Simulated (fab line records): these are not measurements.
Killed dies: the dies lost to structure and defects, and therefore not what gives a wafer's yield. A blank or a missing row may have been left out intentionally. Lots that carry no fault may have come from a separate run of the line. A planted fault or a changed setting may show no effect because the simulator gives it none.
Comparing a struck lot with a sound one	flow gf180mcu	33 out of 602 route steps
Sound: the wafers L463.1, L463.2, L463.4. Struck: wafers L477.1, L477.2, L477.6. Last of all comes the cause.
Order at every step that has rows: each side's tool, ch and its chambers, its first start. Under that, the readings that differ: sound wafers	struck wafers	difference of the means	sigmas: that difference in standard deviations of wafers without a fault.
alike: words and numbers the same on both sides, and readings whose means are apart by under 2 such deviations; not compared: readings that were withheld, readings missing a value for some wafer, numbers with overlapping values and no deviation given by the record, and bounds like >300 which may hide the same value.
A row with sigmas, a row that says differs or no value, or rows on one side alone: a step with any of these is where the two part. Non-overlapping numbers with no deviation appear without sigmas and do not part them. Lack of a reading on every wafer of one side parts them only where that side has two or more wafers.

GF_HV_LDD_STRIP_22: strips in O2/N2.
  sound on plasma asher-03 ch 0,1, day 13 13:34; struck on plasma asher-02 ch 0,1, day 17 22:05
  alike: chamber pressure mTorr, drypump motor current A, heater power w, o2 flow sccm, oes product au, platen temp c, strip time to endpoint s
  not compared: rf hours counter h
GF_HV_LDD_TW_MEAS_23:
  sound on film metro-04, day 13 13:40; struck on film metro-04, day 17 22:11
  alike: HV_LDD_2_TW
then, 7 steps without rows for these wafers: GF_HV_LDD_DEHYDRATE_24 (time 60 s); GF_HV_LDD_HMDS_25 (prime time 60 s); GF_HV_LDD_COAT_26 (resist thk 1000 nm); GF_HV_LDD_SOFTBAKE_27 (time 60 s); GF_HV_LDD_EXPOSE_28 (exposes mask Nplus HV AREA, target cd 400 nm); GF_HV_LDD_PEB_29; GF_HV_LDD_DEVELOP_30 (develop time 60 s).
GF_HV_LDD_CD_MEAS_31: target cd 400 nm.
  sound on cd sem-01, day 14 09:41; struck on cd sem-02, day 18 21:31
  alike: cd nm
GF_HV_LDD_OVL_MEAS_32:
  sound on overlay-02, day 14 09:48; struck on overlay-02, day 18 21:38
  alike: HV_LDD_02_OVL
following that, these wafers have no rows for 1 step: GF_HV_LDD_IMPLANT_33.
GF_HV_LDD_IMPLANT_34:
  struck on implanter-03, day 18 21:49; sound on implanter-03 ch 0, day 14 09:59
  no value came back on the struck wafers for beam energy keV, beam on s (s), implant ion amu; on the sound wafers beam energy keV reads 59.992 59.984 60.009
then, 2 steps without rows for these wafers: GF_HV_LDD_IMPLANT_35; GF_HV_LDD_IMPLANT_36.
GF_HV_LDD_STRIP_37: strips in O2/N2.
  sound on plasma asher-04 ch 0,1, day 14 10:26; struck on plasma asher-02 ch 0,1, day 18 22:16
  alike: chamber pressure mTorr, drypump motor current A, heater power w, o2 flow sccm, oes product au, platen temp c, strip time to endpoint s
  not compared: rf hours counter h
GF_HV_LDD_TW_MEAS_38:
  sound on film metro-03, day 14 10:32; struck on film metro-04, day 18 22:22
reading	sound	struck	difference	sigmas
HV_LDD_3_TW	1414 1410 1419	1331 1335 1331	-82	-4
then, 7 steps without rows for these wafers: GF_HV_LDD_DEHYDRATE_39 (time 60 s); GF_HV_LDD_HMDS_40 (prime time 60 s); GF_HV_LDD_COAT_41 (resist thk 1000 nm); GF_HV_LDD_SOFTBAKE_42 (time 60 s); GF_HV_LDD_EXPOSE_43 (exposes mask Pplus HV AREA, target cd 400 nm); GF_HV_LDD_PEB_44; GF_HV_LDD_DEVELOP_45 (develop time 60 s).
GF_HV_LDD_CD_MEAS_46: target cd 400 nm.
  sound on cd sem-02, day 15 06:56; struck on cd sem-02, day 19 23:02
  alike: cd nm
GF_HV_LDD_OVL_MEAS_47:
  sound on overlay-01, day 15 07:03; struck on overlay-02, day 19 23:09
  alike: HV_LDD_03_OVL
following that, these wafers have no rows for 1 step: GF_HV_LDD_IMPLANT_48.
GF_HV_LDD_STRIP_49: strips in O2/N2.
  sound on plasma asher-04 ch 0,1, day 15 07:14; struck on plasma asher-02 ch 0,1, day 19 23:20
  alike: chamber pressure mTorr, drypump motor current A, heater power w, o2 flow sccm, oes product au, platen temp c, strip time to endpoint s
  not compared: rf hours counter h
GF_HV_LDD_TW_MEAS_50:
  sound on film metro-04, day 15 07:20; struck on film metro-04, day 19 23:26
  alike: HV_LDD_4_TW
then, 1 step without rows for these wafers: GF_HV_LDD_CLEAN_51 (cleans in SC1/SC2, time 150 s).
GF_HV_LDD_RTA_52: time 10 s.
  sound on rtp anneal-02 ch 0, day 15 07:27; struck on rtp anneal-01 ch 0, day 19 23:32
reading	sound	struck	difference	sigmas
lamp power pct (%)	37.6 37.6 37.6	32.7 32.7 32.7	-4.9	-2
wafer_temp_C_max	1006.9 1007.6 1007.7	1002.3 1002.7 1002.8	-4.8	-2
GF_HV_LDD_RS_MEAS_53: measurement is done with a four-point probe.
  sound on film metro-01, day 15 07:31; struck on film metro-03, day 19 23:37
reading	sound	struck	difference	sigmas
HV_LDD_RS (ohm/sq)	418.1 419.0 419.1	440.6 439.3 439.0	+20.9	+21
then, 1 step without rows for these wafers: GF_HV_LDD_CVD_54 (deposits SiO2 from TEOS, target thk 10 nm, time 75 s).

## WHERE THEY PART
First at GF_HV_LDD_IMPLANT_34; last, within this record, at GF_HV_LDD_RS_MEAS_53.

WHY: what had been put in by the simulator
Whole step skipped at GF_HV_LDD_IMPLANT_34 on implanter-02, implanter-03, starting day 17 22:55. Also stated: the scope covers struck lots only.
